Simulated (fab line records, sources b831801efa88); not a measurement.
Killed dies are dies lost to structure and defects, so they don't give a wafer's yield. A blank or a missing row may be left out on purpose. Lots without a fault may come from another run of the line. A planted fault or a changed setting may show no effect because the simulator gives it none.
Which tool did it? | flow gf180mcu | 7 lots, 21 wafers sampled, at 2 steps of a route of 602

WHAT THE GAUGES READ, wafer by wafer
GF_SAB_OVL_MEAS_10.
lot  | measured     | on         | SAB_OVL (nm)
L368 | day 15 12:31 | overlay-02 | 1.2 0.6 1.5
L372 | day 17 03:29 | overlay-02 | 0.5 0.3 -0.6
L376 | day 18 17:11 | overlay-01 | -1.8 -0.9 1.2
L378 | day 19 09:57 | overlay-02 | 0.9 0.7 -0.8
L386 | day 22 03:49 | overlay-02 | 0.3 -1.2 -1.6
L388 | day 22 18:31 | overlay-02 | -0.2 -1.2 -2.0
L390 | day 23 14:13 | overlay-01 | -1.4 -1.0 -2.8

WHICH TOOL RAN EACH LOT (tool, then ch and the chambers of the sampled wafers, then the start)
lot  | GF_PSD_STRIP_10
L368 | plasma_asher-04 ch 0,1, day 14 14:25
L372 | plasma_asher-03 ch 0,1, day 16 04:12
L376 | plasma_asher-04 ch 0,1, day 17 17:17
L378 | plasma_asher-01 ch 0,1, day 18 09:07
L386 | plasma_asher-03 ch 0,1, day 21 03:44
L388 | plasma_asher-04 ch 0,1, day 21 18:20
L390 | plasma_asher-03 ch 0,1, day 22 14:34
- GF_PSD_STRIP_10: strips in O2/N2.

THE ANSWER, worked out from the rows above alone
Rule: what is usual is taken from the lots themselves. Put in order of their means at a reading, lots are off if they are a third of the lots or fewer, leave a main group of 4 or more, and stand apart from it by a gap of 3 or more times the standard deviation of the main group's means; of several such gaps the widest counts. A main group whose means are all the same, to the digits that the tables above print for the reading, isn't used. A lot without any number at a reading at which 4 lots or more have one is off too. The other lots that the step has rows for count as sound.
No lot is off at any reading shown: from this, nothing can be told.

WHAT THE SIMULATOR HAD PUT IN
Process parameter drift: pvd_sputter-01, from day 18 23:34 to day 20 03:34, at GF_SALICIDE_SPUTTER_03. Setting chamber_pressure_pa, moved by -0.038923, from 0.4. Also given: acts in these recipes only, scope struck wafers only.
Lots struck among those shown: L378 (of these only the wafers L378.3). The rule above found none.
